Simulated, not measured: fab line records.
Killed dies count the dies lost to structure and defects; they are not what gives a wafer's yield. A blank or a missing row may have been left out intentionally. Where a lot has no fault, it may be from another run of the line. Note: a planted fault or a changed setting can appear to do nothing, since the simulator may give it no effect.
Which tool was responsible?	flow sky130	14 lots with 42 wafers sampled at 5 steps, on a route of 708 steps

## WHAT EACH GAUGE READ, for each wafer
SKY_METAL2_THK_MEAS_06: measures by xrf. Usual: for METAL2_ALCU_THK the level is 253 nm and the standard deviation is 3.9.
lot	measured	on	METAL2_ALCU_THK (nm)	flag
L418	day 34 03:41	film metro-04	252 251 252	
L420	day 34 17:02	film metro-04	250 248 247	
L421	day 35 01:54	film metro-01	251 258 253	
L422	day 35 03:40	film metro-03	255 259 260	
L424	day 35 20:35	film metro-04	248 250 253	
L425	day 36 02:05	film metro-04	253 248 252	
L430	day 38 00:20	film metro-04	253 247 244	
L431	day 38 07:40	film metro-03	255 260 258	
L435	day 39 05:58	film metro-03	253 253 255	
L437	day 40 11:37	film metro-04	252 254 254	
L438	day 40 12:34	film metro-01	250 247 250	
L439	day 40 13:06	film metro-01	255 253 257	
L440	day 40 14:57	film metro-01	250 254 252	
L441	day 40 19:52	film metro-01	251 257 254	

SKY_VIA3_RS_MEAS_22: measurement is done with a four-point probe. Usual: for VIA3_W_RS the level is 0.291 ohm/sq and the standard deviation is 0.0041.
lot	measured	on	VIA3_W_RS (ohm/sq)	flag
L418	day 39 20:46	film metro-02	0.282 0.283 0.284	
L420	day 40 10:32	film metro-02	0.294 0.294 0.298	
L421	day 40 16:57	film metro-02	0.295 0.291 0.296	
L422	day 40 18:01	film metro-02	0.296 0.299 0.292	
L424	day 41 15:12	film metro-01	0.286 0.284 0.286	
L425	day 41 16:25	film metro-03	0.295 0.297 0.294	
L430	day 43 09:23	film metro-01	59.059 59.030 59.042	OFF
L431	day 43 15:34	film metro-03	58.699 57.923 58.344	OFF
L435	day 44 09:40	film metro-02	0.290 0.286 0.288	
L437	day 45 13:22	film metro-01	0.289 0.288 0.295	
L438	day 45 14:18	film metro-02	0.286 0.291 0.293	
L439	day 45 14:55	film metro-03	0.291 0.295 0.294	
L440	day 45 15:37	film metro-01	0.288 0.293 0.288	
L441	day 45 19:32	film metro-02	0.292 0.294 0.293	

SKY_VIA3_THK_MEAS_23: measures by xrf. Usual: for VIA3_W_THK the level is 388 nm and the standard deviation is 6.5.
lot	measured	on	VIA3_W_THK (nm)	flag
L418	day 39 20:52	film metro-02	397 394 393	
L420	day 40 10:38	film metro-02	381 381 375	
L421	day 40 17:04	film metro-02	380 383 379	
L422	day 40 18:08	film metro-02	377 375 384	
L424	day 41 15:18	film metro-01	397 402 394	
L425	day 41 16:32	film metro-03	384 378 386	
L430	day 43 09:30	film metro-01	<0 <0 <0	OFF
L431	day 43 15:41	film metro-03	<0 <0 <0	OFF
L435	day 44 09:47	film metro-02	387 391 390	
L437	day 45 13:29	film metro-01	396 392 385	
L438	day 45 14:24	film metro-02	391 384 379	
L439	day 45 15:01	film metro-03	391 388 387	
L440	day 45 15:44	film metro-01	392 391 394	
L441	day 45 19:38	film metro-02	380 378 379	

## EACH LOT AND THE TOOL THAT RAN IT (in order: tool; ch and the chambers of the sampled wafers; start)
lot	SKY_METAL3_SPUTTER_00	SKY_VIA3_CVD_21
L418	pvd sputter-03, day 36 11:11	cvd w-01 ch 0,1, day 39 20:37
L420	pvd sputter-01, day 37 01:42	cvd w-02 ch 0,1, day 40 10:23
L421	pvd sputter-01, day 37 09:53	cvd w-02 ch 0,1, day 40 16:49
L422	pvd sputter-02, day 37 10:26	cvd w-02 ch 0,1, day 40 17:53
L424	pvd sputter-01, day 38 04:57	cvd w-01 ch 0,1, day 41 15:05
L425	pvd sputter-03, day 38 09:37	cvd w-02 ch 0,1, day 41 16:17
L430	pvd sputter-02, day 40 05:58	cvd w-01 ch 0,1, day 43 09:16
L431	pvd sputter-02, day 40 13:39	cvd w-01 ch 0,1, day 43 15:26
L435	pvd sputter-01, day 41 09:41	cvd w-01 ch 0,1, day 44 09:33
L437	pvd sputter-02, day 42 14:52	cvd w-01 ch 0,1, day 45 13:15
L438	pvd sputter-03, day 42 15:20	cvd w-01 ch 0,1, day 45 14:11
L439	pvd sputter-01, day 42 15:48	cvd w-02 ch 0,1, day 45 14:47
L440	pvd sputter-02, day 42 17:23	cvd w-02 ch 0,1, day 45 15:29
L441	pvd sputter-03, day 42 21:35	cvd w-02 ch 0,1, day 45 19:25
- SKY_METAL3_SPUTTER_00: material Ti, target thk 15 nm, time 10 s.
- SKY_VIA3_CVD_21: deposits W, target thk 390 nm, time 117.31 s.

## WHAT THE TOOLS THEMSELVES READ (means of the sampled wafers that have a number; where no wafer has one, the mark that the record gives instead)
SKY_METAL3_SPUTTER_00. Usual: cathode dc power W 3000.0 W, standard deviation 0.55; throttle valve pct 30.2 %, standard deviation 1.1.
lot	tool	cathode dc power W (W)	throttle valve pct (%)	flag
L418	pvd sputter-03	2999.5	30.3	
L420	pvd sputter-01	2999.7	30.2	
L421	pvd sputter-01	2999.5	29.6	
L422	pvd sputter-02	3000.4	30.0	
L424	pvd sputter-01	2999.5	30.3	
L425	pvd sputter-03	2999.4	31.1	
L430	pvd sputter-02	3000.3	29.5	
L431	pvd sputter-02	2999.6	29.7	
L435	pvd sputter-01	3000.8	30.0	
L437	pvd sputter-02	3000.4	29.4	
L438	pvd sputter-03	2999.8	31.0	
L439	pvd sputter-01	3000.5	30.1	
L440	pvd sputter-02	2999.9	29.6	
L441	pvd sputter-03	3000.2	30.7	

SKY_VIA3_CVD_21. Usual: chamber pressure Torr 40.00 Torr, standard deviation 0.081; heater power outer w 484 W, standard deviation 49; heater power w 788 W, standard deviation 100.
lot	tool	chamber pressure Torr (Torr)	heater power outer w (W)	heater power w (W)	flag
L418	cvd w-01	40.06	522	854	
L420	cvd w-02	40.09	460	753	
L421	cvd w-02	40.03	472	750	
L422	cvd w-02	40.10	473	740	
L424	cvd w-01	39.90	526	875	
L425	cvd w-02	40.07	466	754	
L430	cvd w-01	-	-	-	OFF
L431	cvd w-01	-	-	-	OFF
L435	cvd w-01	40.00	529	888	
L437	cvd w-01	40.02	477	798	
L438	cvd w-01	40.07	477	796	
L439	cvd w-02	39.90	477	744	
L440	cvd w-02	40.01	469	739	
L441	cvd w-02	40.00	474	731	

## THE ANSWER, worked out from the rows above alone
Rule: a lot is off if the mean of its wafers that have a number lies more than 3 standard deviations from the usual mean. A lot without any number at a reading at which 4 lots or more have one is off too. All remaining lots with rows at the step are treated as sound. The gauges are gone through in route order, then the tools' own readings, and for those a lot's mean is taken as printed above. At the first step where some lot is off, the reading lying furthest off is the one used; lots without a number count as furthest.
Off: L430, L431, seen at SKY_VIA3_RS_MEAS_22 (VIA3_W_RS).
A tool fits if, at a process step before that reading, it ran every lot that is off, and no sound lot after the first of them. The gauges at SKY_VIA3_RS_MEAS_22 aren't tried: what is off there is off at SKY_VIA3_CVD_21 too, on other tools, and a gauge's error can't cause that. No candidate that was tried fits.

## WHAT THE SIMULATOR HAD INSERTED
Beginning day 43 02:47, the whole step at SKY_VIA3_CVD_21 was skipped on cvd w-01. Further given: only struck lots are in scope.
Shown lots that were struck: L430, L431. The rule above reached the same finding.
